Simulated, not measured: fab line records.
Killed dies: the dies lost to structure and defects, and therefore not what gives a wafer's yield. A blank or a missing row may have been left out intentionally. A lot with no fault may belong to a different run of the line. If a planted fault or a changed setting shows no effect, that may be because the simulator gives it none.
Matching of chambers -- flow sky130 -- SKY_CONTACT_CMP_04 on cmp-01 has 4 sister chambers
The step polishes SiO2. 8 wafers are shown with their chamber, then 8 later ones without.

## WAFERS PAIRED WITH THEIR CHAMBERS
wafer,chamber,motor-current-A (A),time-to-endpoint-s (s)
L789.5,1,10.7,88
L792.4,2,11.7,82
L791.2,2,12.5,87
L791.5,1,10.2,91
L800.1,3,12.9,87
L800.5,0,15.6,87
L800.6,3,13.2,85
L804.1,0,15.6,77

## WAFERS WITH NO CHAMBER GIVEN
wafer,motor-current-A (A),time-to-endpoint-s (s)
L804.2,12.4,78
L804.4,13.2,83
L807.1,11.7,84
L807.5,15.0,77
L807.6,10.6,90
L809.1,10.1,100
L809.4,15.1,87
L809.6,12.6,97

## THE CHAMBER EACH PASSED THROUGH
wafer,from the rows above,in truth
L804.2,can't be placed: 2 or 3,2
L804.4,3,3
L807.1,2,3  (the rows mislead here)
L807.5,0,0
L807.6,1,1
L809.1,1,1
L809.4,0,0
L809.6,can't be placed: 3 or 2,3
Placed correctly: 5 of 8. Can't be placed from these rows: 2 (the true chamber is among the candidates in 2). Wrongly placed: 1.
How it was worked out, from the rows above alone: a wafer's distance from a chamber is the root of the sum, over the readings, of the square of ((its reading less the chamber's mean) divided by the reading's scatter). The wafer belongs to the nearest chamber; if the next one is less than 2 further off, it can't be placed. The mean given for a chamber averages the wafers shown for that chamber. How the scatter is found: for the shown wafers, subtract from each reading the mean of its chamber, square and add these, divide the total by (wafers less chambers), then take the root.
